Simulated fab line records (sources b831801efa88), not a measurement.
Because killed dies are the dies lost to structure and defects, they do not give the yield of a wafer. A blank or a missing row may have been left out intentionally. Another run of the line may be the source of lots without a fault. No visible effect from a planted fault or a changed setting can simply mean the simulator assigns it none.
fab line records :: flow sky130
record
  lots=5
  wafers=15
  last_day=50
route steps=708 shown NWELL@61 PAD_OPEN@708
lots with no fault: from the same line, run without faults
start_h: hours from the record's opening day to when the first of the lot's shown wafers began :: wait_h: time in hours since the lot's previous step :: " as in the row above :: L1.1+2: one row covering several wafers at once :: - no value present, or no start provided :: * or withheld: withheld :: < > ~ a bound
route shown NAME@n: names a module that has steps shown in the file, with the first one's number in the route :: usual: average and standard deviation across the fault-free wafers :: same: alike in all rows :: chamber/n: place in a boat :: sites: readings site by site :: _std_site: the values' standard deviation :: _edge_site: the outer-site mean with the inner-site mean subtracted :: radius_mm: for every site, how far away it sits from the centre of the wafer :: mask NAME#n: copy n :: behind: the tool/chamber that last shaped the wafer :: hold: reason for holding the lot/hours on hold/outcome of the hold :: device: the n, p or np transistor that did not switch :: end of line: the same wafers' tests at the end of the route :: a step without rows: its recipe alone :: killed: count of dies lost to structure and defects at first sort (not the wafer's yield) :: map: a wafer's dies, marking killed ones x, the rest . and places with no die _
set.NAME: the setting that was run; set.NAME@STEP: the one run at that earlier step :: model.NAME: the simulator's own value behind a step, which no gauge read
lots seen at some steps along the route; tables by step, rows by wafer
services: a tool's chamber out of use, with start hour (start_h, from the record's first day; less than 0 if before it), hours out, and reason
## steps
# step SKY_NWELL_PEB_08
# recipe
  temp_c=115
  time_s=withheld
# step SKY_NWELL_DEVELOP_09
# recipe
  wall_angle_deg=90
  developer=TMAH
  develop_time_s=60
  dev_temp_c=23
# step SKY_NWELL_OVL_MEAS_10
# usual
  NWELL_00_OVL=0.6/1.2
lot.wafer: L150.2
tool: overlay-02
chamber: -
start_h: 102.06
wait_h: -
NWELL_00_OVL[nm]: 0.5

lot.wafer: L150.3
tool: overlay-02
chamber: -
start_h: 102.06
wait_h: -
NWELL_00_OVL[nm]: -0.1

lot.wafer: L150.4
tool: overlay-02
chamber: -
start_h: 102.06
wait_h: -
NWELL_00_OVL[nm]: -1.6

lot.wafer: L153.1
tool: overlay-02
chamber: -
start_h: 120.73
wait_h: -
NWELL_00_OVL[nm]: 1.3

lot.wafer: L153.4
tool: overlay-02
chamber: -
start_h: 120.73
wait_h: -
NWELL_00_OVL[nm]: 2.9

lot.wafer: L153.5
tool: overlay-02
chamber: -
start_h: 120.73
wait_h: -
NWELL_00_OVL[nm]: 2.5

lot.wafer: L158.1
tool: overlay-02
chamber: -
start_h: 145.86
wait_h: -
NWELL_00_OVL[nm]: 1.5

lot.wafer: L158.2
tool: overlay-02
chamber: -
start_h: 145.86
wait_h: -
NWELL_00_OVL[nm]: 2.0

lot.wafer: L158.5
tool: overlay-02
chamber: -
start_h: 145.86
wait_h: -
NWELL_00_OVL[nm]: -0.5

lot.wafer: L167.1
tool: overlay-02
chamber: -
start_h: 207.46
wait_h: -
NWELL_00_OVL[nm]: 0.9

lot.wafer: L167.2
tool: overlay-02
chamber: -
start_h: 207.46
wait_h: -
NWELL_00_OVL[nm]: 1.8

lot.wafer: L167.6
tool: overlay-02
chamber: -
start_h: 207.46
wait_h: -
NWELL_00_OVL[nm]: 1.2

lot.wafer: L168.1
tool: overlay-01
chamber: -
start_h: 212.16
wait_h: -
NWELL_00_OVL[nm]: 1.8

lot.wafer: L168.2
tool: overlay-01
chamber: -
start_h: 212.16
wait_h: -
NWELL_00_OVL[nm]: 3.1

lot.wafer: L168.5
tool: overlay-01
chamber: -
start_h: 212.16
wait_h: -
NWELL_00_OVL[nm]: 1.4
# step SKY_NWELL_IMPLANT_11
# recipe
  species=P
  energy_kev=400
  dose_cm2=1.9e+13
  tilt_deg=withheld
# step SKY_NWELL_IMPLANT_12
# recipe
  species=P
  energy_kev=120
  dose_cm2=1.3e+12
  tilt_deg=withheld
# step SKY_NWELL_IMPLANT_13
# recipe
  species=P
  energy_kev=50
  dose_cm2=7e+11
  tilt_deg=withheld
# step SKY_NWELL_STRIP_14
# recipe
  chemistry=O2/N2
  power_w=1400
  pressure_mtorr=1500
  platen_temp_c=withheld
  o2_flow_sccm=3000
  n2_flow_sccm=300
  overash_fraction=0.5
# usual
  drypump_motor_current_A=5.5/0.44
  oes_product_au=0.723/0.0045
  strip_time_to_endpoint_s=36.93/0.084
lot.wafer: L150.2
tool: plasma_asher-02
chamber: 0
start_h: 102.54
wait_h: 0.1
drypump_motor_current_A: 5.3
oes_product_au: 0.720
rf_hours_counter_h: 29
strip_time_to_endpoint_s: 36.86

lot.wafer: L150.3
tool: plasma_asher-02
chamber: 0
start_h: 102.54
wait_h: 0.1
drypump_motor_current_A: 5.2
oes_product_au: 0.729
rf_hours_counter_h: -
strip_time_to_endpoint_s: 36.93

lot.wafer: L150.4
tool: plasma_asher-02
chamber: 1
start_h: 102.54
wait_h: 0.1
drypump_motor_current_A: 5.1
oes_product_au: 0.719
rf_hours_counter_h: -
strip_time_to_endpoint_s: 36.73

lot.wafer: L153.1
tool: plasma_asher-03
chamber: 0
start_h: 121.52
wait_h: 0.1
drypump_motor_current_A: 5.6
oes_product_au: 0.720
rf_hours_counter_h: 46
strip_time_to_endpoint_s: 36.90

lot.wafer: L153.4
tool: plasma_asher-03
chamber: 1
start_h: 121.52
wait_h: 0.1
drypump_motor_current_A: 5.3
oes_product_au: 0.727
rf_hours_counter_h: -
strip_time_to_endpoint_s: 36.89

lot.wafer: L153.5
tool: plasma_asher-03
chamber: 1
start_h: 121.52
wait_h: 0.1
drypump_motor_current_A: 5.3
oes_product_au: 0.722
rf_hours_counter_h: -
strip_time_to_endpoint_s: 36.97

lot.wafer: L158.1
tool: plasma_asher-02
chamber: 1
start_h: 146.35
wait_h: 0.1
drypump_motor_current_A: 5.1
oes_product_au: 0.727
rf_hours_counter_h: 33
strip_time_to_endpoint_s: 36.87

lot.wafer: L158.2
tool: plasma_asher-02
chamber: 0
start_h: 146.35
wait_h: 0.1
drypump_motor_current_A: 5.3
oes_product_au: 0.713
rf_hours_counter_h: 33
strip_time_to_endpoint_s: 36.85

lot.wafer: L158.5
tool: plasma_asher-02
chamber: 1
start_h: 146.35
wait_h: 0.1
drypump_motor_current_A: 5.0
oes_product_au: 0.724
rf_hours_counter_h: -
strip_time_to_endpoint_s: 37.00

lot.wafer: L167.1
tool: plasma_asher-03
chamber: 0
start_h: 207.94
wait_h: 0.1
drypump_motor_current_A: 5.6
oes_product_au: 0.723
rf_hours_counter_h: 55
strip_time_to_endpoint_s: 36.92

lot.wafer: L167.2
tool: plasma_asher-03
chamber: 1
start_h: 207.94
wait_h: 0.1
drypump_motor_current_A: 5.3
oes_product_au: 0.726
rf_hours_counter_h: 55
strip_time_to_endpoint_s: 37.01

lot.wafer: L167.6
tool: plasma_asher-03
chamber: 1
start_h: 207.94
wait_h: 0.1
drypump_motor_current_A: 5.3
oes_product_au: 0.721
rf_hours_counter_h: -
strip_time_to_endpoint_s: 36.84

lot.wafer: L168.1
tool: plasma_asher-03
chamber: 1
start_h: 212.64
wait_h: 0.1
drypump_motor_current_A: 5.3
oes_product_au: 0.720
rf_hours_counter_h: 55
strip_time_to_endpoint_s: 36.98

lot.wafer: L168.2
tool: plasma_asher-03
chamber: 0
start_h: 212.64
wait_h: 0.1
drypump_motor_current_A: 5.6
oes_product_au: 0.730
rf_hours_counter_h: 55
strip_time_to_endpoint_s: 36.94

lot.wafer: L168.5
tool: plasma_asher-03
chamber: 1
start_h: 212.64
wait_h: 0.1
drypump_motor_current_A: 5.3
oes_product_au: 0.718
rf_hours_counter_h: -
strip_time_to_endpoint_s: 36.96
# step SKY_NWELL_TW_MEAS_15
# usual
  NWELL_TW=1806/7.8
lot.wafer: L150.2
tool: film_metro-01
chamber: -
start_h: 102.65
wait_h: 0.1
NWELL_TW: 1811

lot.wafer: L150.3
tool: film_metro-01
chamber: -
start_h: 102.65
wait_h: 0.1
NWELL_TW: 1799

lot.wafer: L150.4
tool: film_metro-01
chamber: -
start_h: 102.65
wait_h: 0.1
NWELL_TW: 1809

lot.wafer: L153.1
tool: film_metro-04
chamber: -
start_h: 121.62
wait_h: 0.1
NWELL_TW: 1803

lot.wafer: L153.4
tool: film_metro-04
chamber: -
start_h: 121.62
wait_h: 0.1
NWELL_TW: 1813

lot.wafer: L153.5
tool: film_metro-04
chamber: -
start_h: 121.62
wait_h: 0.1
NWELL_TW: 1808

lot.wafer: L158.1
tool: film_metro-04
chamber: -
start_h: 146.45
wait_h: 0.1
NWELL_TW: 1810

lot.wafer: L158.2
tool: film_metro-04
chamber: -
start_h: 146.45
wait_h: 0.1
NWELL_TW: 1819

lot.wafer: L158.5
tool: film_metro-04
chamber: -
start_h: 146.45
wait_h: 0.1
NWELL_TW: 1815

lot.wafer: L167.1
tool: film_metro-01
chamber: -
start_h: 208.04
wait_h: 0.1
NWELL_TW: 1815

lot.wafer: L167.2
tool: film_metro-01
chamber: -
start_h: 208.04
wait_h: 0.1
NWELL_TW: 1798

lot.wafer: L167.6
tool: film_metro-01
chamber: -
start_h: 208.04
wait_h: 0.1
NWELL_TW: 1806

lot.wafer: L168.1
tool: film_metro-04
chamber: -
start_h: 212.74
wait_h: 0.1
NWELL_TW: 1811

lot.wafer: L168.2
tool: film_metro-04
chamber: -
start_h: 212.74
wait_h: 0.1
NWELL_TW: 1819

lot.wafer: L168.5
tool: film_metro-04
chamber: -
start_h: 212.74
wait_h: 0.1
NWELL_TW: 1812
# step SKY_NWELL_DEHYDRATE_16
# recipe
  temp_c=200
  time_s=60
# step SKY_NWELL_HMDS_17
# recipe
  prime_time_s=60
  prime_temp_c=120
# step SKY_NWELL_COAT_18
# recipe
  spin_rpm=2000
  resist_thk_nm=3000
# step SKY_NWELL_SOFTBAKE_19
# recipe
  temp_c=110
  time_s=withheld
# step SKY_NWELL_EXPOSE_20
# recipe
  mask_id=NWM_COMPLEMENT
  na=0.6
  source_shape=conventional
  sigma_outer=0.6
  polarization=unpolarized
  target_cd_nm=840
  dose_mj=260
# usual
  reticle_temp_C=22.99/0.097
lot.wafer: L150.2
tool: iline_stepper-02
chamber: 0
start_h: 111.93
wait_h: -
mask: NWM_COMPLEMENT#0
reticle_temp_C: 23.14

lot.wafer: L150.3
tool: iline_stepper-02
chamber: 0
start_h: 111.93
wait_h: -
mask: NWM_COMPLEMENT#0
reticle_temp_C: 23.18

lot.wafer: L150.4
tool: iline_stepper-02
chamber: 0
start_h: 111.93
wait_h: -
mask: NWM_COMPLEMENT#0
reticle_temp_C: 22.98

lot.wafer: L153.1
tool: iline_stepper-01
chamber: 0
start_h: 130.58
wait_h: -
mask: NWM_COMPLEMENT#0
reticle_temp_C: 22.89

lot.wafer: L153.4
tool: iline_stepper-01
chamber: 0
start_h: 130.58
wait_h: -
mask: NWM_COMPLEMENT#0
reticle_temp_C: 23.11

lot.wafer: L153.5
tool: iline_stepper-01
chamber: 0
start_h: 130.58
wait_h: -
mask: NWM_COMPLEMENT#0
reticle_temp_C: 23.01

lot.wafer: L158.1
tool: iline_stepper-02
chamber: 0
start_h: 156.78
wait_h: -
mask: NWM_COMPLEMENT_R1#0
reticle_temp_C: 23.11

lot.wafer: L158.2
tool: iline_stepper-02
chamber: 0
start_h: 156.78
wait_h: -
mask: NWM_COMPLEMENT_R1#0
reticle_temp_C: 23.20

lot.wafer: L158.5
tool: iline_stepper-02
chamber: 0
start_h: 156.78
wait_h: -
mask: NWM_COMPLEMENT_R1#0
reticle_temp_C: 23.09

lot.wafer: L167.1
tool: iline_stepper-02
chamber: 0
start_h: 219.15
wait_h: -
mask: NWM_COMPLEMENT#0
reticle_temp_C: 22.80

lot.wafer: L167.2
tool: iline_stepper-02
chamber: 0
start_h: 219.15
wait_h: -
mask: NWM_COMPLEMENT#0
reticle_temp_C: 22.95

lot.wafer: L167.6
tool: iline_stepper-02
chamber: 0
start_h: 219.15
wait_h: -
mask: NWM_COMPLEMENT#0
reticle_temp_C: 22.92

lot.wafer: L168.1
tool: iline_stepper-01
chamber: 0
start_h: 223.53
wait_h: -
mask: NWM_COMPLEMENT#0
reticle_temp_C: 23.05

lot.wafer: L168.2
tool: iline_stepper-01
chamber: 0
start_h: 223.53
wait_h: -
mask: NWM_COMPLEMENT#0
reticle_temp_C: 22.92

lot.wafer: L168.5
tool: iline_stepper-01
chamber: 0
start_h: 223.53
wait_h: -
mask: NWM_COMPLEMENT#0
reticle_temp_C: 22.95
# step SKY_NWELL_PEB_21
# recipe
  temp_c=115
  time_s=withheld
# step SKY_PAD_OPEN_PROBE_99
lot.wafer: L150.2
tool: prober-01
chamber: -
start_h: 1095.53
wait_h: 0.1
model.etest.pfet_16v.r_on_ohm_um: 1.51e+04
model.etest.nfet_16v.r_on_ohm_um: 1.41e+04
model.etest.res_iso_pwell.width_nm: 2643
model.etest.res_nwell.width_nm: 836
model.etest.pfet_16v.drive_ua_um: 252.1
model.etest.iso_nwell_nwell.leak_log10_a_um: -13.06

lot.wafer: L150.3
tool: prober-01
chamber: -
start_h: 1095.58
wait_h: 0.2
model.etest.pfet_16v.r_on_ohm_um: 1.514e+04
model.etest.nfet_16v.r_on_ohm_um: 1.412e+04
model.etest.res_iso_pwell.width_nm: 2645
model.etest.res_nwell.width_nm: 843.6
model.etest.pfet_16v.drive_ua_um: 251.8
model.etest.iso_nwell_nwell.leak_log10_a_um: -13.21

lot.wafer: L150.4
tool: prober-01
chamber: -
start_h: 1095.63
wait_h: 0.2
model.etest.pfet_16v.r_on_ohm_um: 1.487e+04
model.etest.nfet_16v.r_on_ohm_um: 1.401e+04
model.etest.res_iso_pwell.width_nm: 2646
model.etest.res_nwell.width_nm: 840.1
model.etest.pfet_16v.drive_ua_um: 256.1
model.etest.iso_nwell_nwell.leak_log10_a_um: -13.1

lot.wafer: L153.1
tool: prober-01
chamber: -
start_h: 1113.61
wait_h: 0.1
model.etest.pfet_16v.r_on_ohm_um: 1.532e+04
model.etest.nfet_16v.r_on_ohm_um: 1.408e+04
model.etest.res_iso_pwell.width_nm: 2662
model.etest.res_nwell.width_nm: 837.4
model.etest.pfet_16v.drive_ua_um: 243.5
model.etest.iso_nwell_nwell.leak_log10_a_um: -13.81

lot.wafer: L153.4
tool: prober-01
chamber: -
start_h: 1113.76
wait_h: 0.2
model.etest.pfet_16v.r_on_ohm_um: 1.521e+04
model.etest.nfet_16v.r_on_ohm_um: 1.424e+04
model.etest.res_iso_pwell.width_nm: 2648
model.etest.res_nwell.width_nm: 836.1
model.etest.pfet_16v.drive_ua_um: 243.8
model.etest.iso_nwell_nwell.leak_log10_a_um: -13.79

lot.wafer: L153.5
tool: prober-01
chamber: -
start_h: 1113.81
wait_h: 0.2
model.etest.pfet_16v.r_on_ohm_um: 1.522e+04
model.etest.nfet_16v.r_on_ohm_um: 1.426e+04
model.etest.res_iso_pwell.width_nm: 2648
model.etest.res_nwell.width_nm: 836.4
model.etest.pfet_16v.drive_ua_um: 242.1
model.etest.iso_nwell_nwell.leak_log10_a_um: -13.76

lot.wafer: L158.1
tool: prober-02
chamber: -
start_h: 1143.07
wait_h: 0.1
model.etest.pfet_16v.r_on_ohm_um: 1.605e+04
model.etest.nfet_16v.r_on_ohm_um: 1.376e+04
model.etest.res_iso_pwell.width_nm: 2551
model.etest.res_nwell.width_nm: 882.1
model.etest.pfet_16v.drive_ua_um: 226.2
model.etest.iso_nwell_nwell.leak_log10_a_um: -12.77

lot.wafer: L158.2
tool: prober-02
chamber: -
start_h: 1143.12
wait_h: 0.1
model.etest.pfet_16v.r_on_ohm_um: 1.571e+04
model.etest.nfet_16v.r_on_ohm_um: 1.383e+04
model.etest.res_iso_pwell.width_nm: 2551
model.etest.res_nwell.width_nm: 880.9
model.etest.pfet_16v.drive_ua_um: 230.4
model.etest.iso_nwell_nwell.leak_log10_a_um: -12.65

lot.wafer: L158.5
tool: prober-02
chamber: -
start_h: 1143.27
wait_h: 0.2
model.etest.pfet_16v.r_on_ohm_um: 1.571e+04
model.etest.nfet_16v.r_on_ohm_um: 1.372e+04
model.etest.res_iso_pwell.width_nm: 2522
model.etest.res_nwell.width_nm: 878.5
model.etest.pfet_16v.drive_ua_um: 231.9
model.etest.iso_nwell_nwell.leak_log10_a_um: -12.71

lot.wafer: L167.1
tool: prober-02
chamber: -
start_h: 1195.63
wait_h: 0.1
model.etest.pfet_16v.r_on_ohm_um: 1.588e+04
model.etest.nfet_16v.r_on_ohm_um: 1.434e+04
model.etest.res_iso_pwell.width_nm: 2645
model.etest.res_nwell.width_nm: 850
model.etest.pfet_16v.drive_ua_um: 237
model.etest.iso_nwell_nwell.leak_log10_a_um: -13.64

lot.wafer: L167.2
tool: prober-02
chamber: -
start_h: 1195.68
wait_h: 0.1
model.etest.pfet_16v.r_on_ohm_um: 1.539e+04
model.etest.nfet_16v.r_on_ohm_um: 1.41e+04
model.etest.res_iso_pwell.width_nm: 2652
model.etest.res_nwell.width_nm: 839.4
model.etest.pfet_16v.drive_ua_um: 244.2
model.etest.iso_nwell_nwell.leak_log10_a_um: -13.65

lot.wafer: L167.6
tool: prober-02
chamber: -
start_h: 1195.88
wait_h: 0.2
model.etest.pfet_16v.r_on_ohm_um: 1.55e+04
model.etest.nfet_16v.r_on_ohm_um: 1.423e+04
model.etest.res_iso_pwell.width_nm: 2635
model.etest.res_nwell.width_nm: 842.8
model.etest.pfet_16v.drive_ua_um: 240.9
model.etest.iso_nwell_nwell.leak_log10_a_um: -13.84

lot.wafer: L168.1
tool: prober-01
chamber: -
start_h: 1197.13
wait_h: 0.1
model.etest.pfet_16v.r_on_ohm_um: 1.541e+04
model.etest.nfet_16v.r_on_ohm_um: 1.397e+04
model.etest.res_iso_pwell.width_nm: 2646
model.etest.res_nwell.width_nm: 831.1
model.etest.pfet_16v.drive_ua_um: 240.7
model.etest.iso_nwell_nwell.leak_log10_a_um: -13.83

lot.wafer: L168.2
tool: prober-01
chamber: -
start_h: 1197.18
wait_h: 0.1
model.etest.pfet_16v.r_on_ohm_um: 1.523e+04
model.etest.nfet_16v.r_on_ohm_um: 1.393e+04
model.etest.res_iso_pwell.width_nm: 2652
model.etest.res_nwell.width_nm: 835
model.etest.pfet_16v.drive_ua_um: 243.5
model.etest.iso_nwell_nwell.leak_log10_a_um: -13.85

lot.wafer: L168.5
tool: prober-01
chamber: -
start_h: 1197.33
wait_h: 0.2
model.etest.pfet_16v.r_on_ohm_um: 1.505e+04
model.etest.nfet_16v.r_on_ohm_um: 1.401e+04
model.etest.res_iso_pwell.width_nm: 2637
model.etest.res_nwell.width_nm: 831.5
model.etest.pfet_16v.drive_ua_um: 245
model.etest.iso_nwell_nwell.leak_log10_a_um: -13.89
# killed by level:class
L150.2 VIA1:geometric_particle:open=16 VIA1:geometric_particle:short=12 CONTACT:geometric_particle:open=6 POLY_GATE:geometric_particle:short=5 LI_CONTACT:geometric_particle:open=5 CONTACT:geometric_particle:short=4 FIELD_ISO:geometric_particle:open=3 LOCAL_INTERCONNECT:geometric_particle:short=3
L150.3 CONTACT:geometric_particle:open=13 VIA1:geometric_particle:open=9 FIELD_ISO:geometric_particle:short=8 POLY_GATE:geometric_particle:open=7 CONTACT:geometric_particle:short=7 FIELD_ISO:geometric_particle:open=5 POLY_GATE:geometric_particle:short=5 LI_CONTACT:geometric_particle:open=5
L150.4 CONTACT:geometric_particle:open=10 VIA1:geometric_particle:open=8 METAL2:geometric_particle:short=7 FIELD_ISO:geometric_particle:open=6 LI_CONTACT:geometric_particle:open=6 METAL1:geometric_particle:short=6 VIA3:geometric_particle:open=4 POLY_GATE:geometric_particle:short=3
L153.1 LI_CONTACT:geometric_particle:open=8 VIA1:geometric_particle:short=8 CONTACT:geometric_particle:open=8 VIA1:geometric_particle:open=6 METAL1:geometric_particle:short=4 VIA2:geometric_particle:open=4 FIELD_ISO:geometric_particle:short=3 POLY_GATE:geometric_particle:open=3
L153.4 VIA1:geometric_particle:open=11 CONTACT:geometric_particle:open=10 LOCAL_INTERCONNECT:geometric_particle:short=7 METAL1:geometric_particle:short=7 VIA3:geometric_particle:open=6 CONTACT:geometric_particle:short=5 METAL2:geometric_particle:short=5 FIELD_ISO:geometric_particle:short=4
L153.5 CONTACT:geometric_particle:open=10 LI_CONTACT:geometric_particle:open=9 VIA2:geometric_particle:open=8 VIA1:geometric_particle:open=7 FIELD_ISO:geometric_particle:short=6 LI_CONTACT:geometric_particle:short=6 FIELD_ISO:geometric_particle:open=5 CONTACT:geometric_particle:short=5
L167.1 VIA1:geometric_particle:open=11 VIA1:geometric_particle:short=10 VIA2:geometric_particle:open=9 FIELD_ISO:geometric_particle:open=7 CONTACT:geometric_particle:open=7 VIA3:geometric_particle:open=7 CONTACT:geometric_particle:short=5 METAL2:geometric_particle:short=5
L167.2 VIA1:geometric_particle:open=12 VIA1:geometric_particle:short=9 CONTACT:geometric_particle:open=7 VIA2:geometric_particle:open=6 POLY_CUT:geometric_particle:short=5 METAL2:geometric_particle:short=5 POLY_GATE:geometric_particle:open=3 LI_CONTACT:geometric_particle:open=3
L167.6 VIA1:geometric_particle:open=15 METAL3:geometric_particle:short=7 VIA2:geometric_particle:open=7 METAL1:geometric_particle:short=6 VIA1:geometric_particle:short=6 VIA3:geometric_particle:open=6 LI_CONTACT:geometric_particle:open=5 CONTACT:geometric_particle:open=5
L168.1 CONTACT:geometric_particle:open=11 VIA2:geometric_particle:open=8 CONTACT:geometric_particle:short=5 METAL1:geometric_particle:short=5 METAL2:geometric_particle:short=4 LI_CONTACT:geometric_particle:short=4 LI_CONTACT:geometric_particle:open=4 VIA3:geometric_particle:open=4
L168.2 VIA1:geometric_particle:open=7 FIELD_ISO:geometric_particle:short=5 METAL2:geometric_particle:short=5 CONTACT:geometric_particle:short=5 VIA3:geometric_particle:open=5 VIA1:geometric_particle:short=5 FIELD_ISO:geometric_particle:open=4 POLY_GATE:geometric_particle:open=4
L168.5 LI_CONTACT:geometric_particle:open=8 CONTACT:geometric_particle:open=6 VIA2:geometric_particle:open=5 LOCAL_INTERCONNECT:geometric_particle:short=5 VIA3:geometric_particle:open=5 CONTACT:geometric_particle:short=4 METAL1:geometric_particle:short=4 VIA1:geometric_particle:short=4
## services
tool: plasma_asher-02
chamber: -
start_h: 112.83
hours: 1.6
kind: repair

tool: iline_stepper-01
chamber: -
start_h: 164.70
hours: 1.5
kind: repair

tool: plasma_asher-03
chamber: -
start_h: 204.81
hours: 2.8
kind: pm
## key
first_sign
  step=SKY_NWELL_EXPOSE_20
  reading=mask
  direction=changed
effect none on later readings
model_effect
  step=SKY_PAD_OPEN_PROBE_99
  value=etest.pfet_16v.r_on_ohm_um
  without=1.508e+04
  struck=1.582e+04
met_at SKY_NWELL_EXPOSE_20
struck_wafers L158.1,L158.2,L158.5
sort_left_out L158.1,L158.2,L158.5
tester_left_out L158
onset_between 111.93 156.78
fault
  kind=wrong_mask
  tool=any
  chamber=-
  onset_h=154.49
  steps=SKY_NWELL_EXPOSE_20
  aux_copy=NWM_COMPLEMENT_R1#0
  cd_offset_nm=-101
  scope=struck_lots_only
# tester_left_out: of these lots the tester's yield and bins aren't shown, on N5 and GAA mostly nor the transistor test; their killed dies are dies lost to structure and defects alone, not to doping, threshold or leakage, so they don't give the yield
# sort_left_out: the simulated sort isn't trusted on such a fault, so these wafers' sort isn't shown, and their yield isn't known
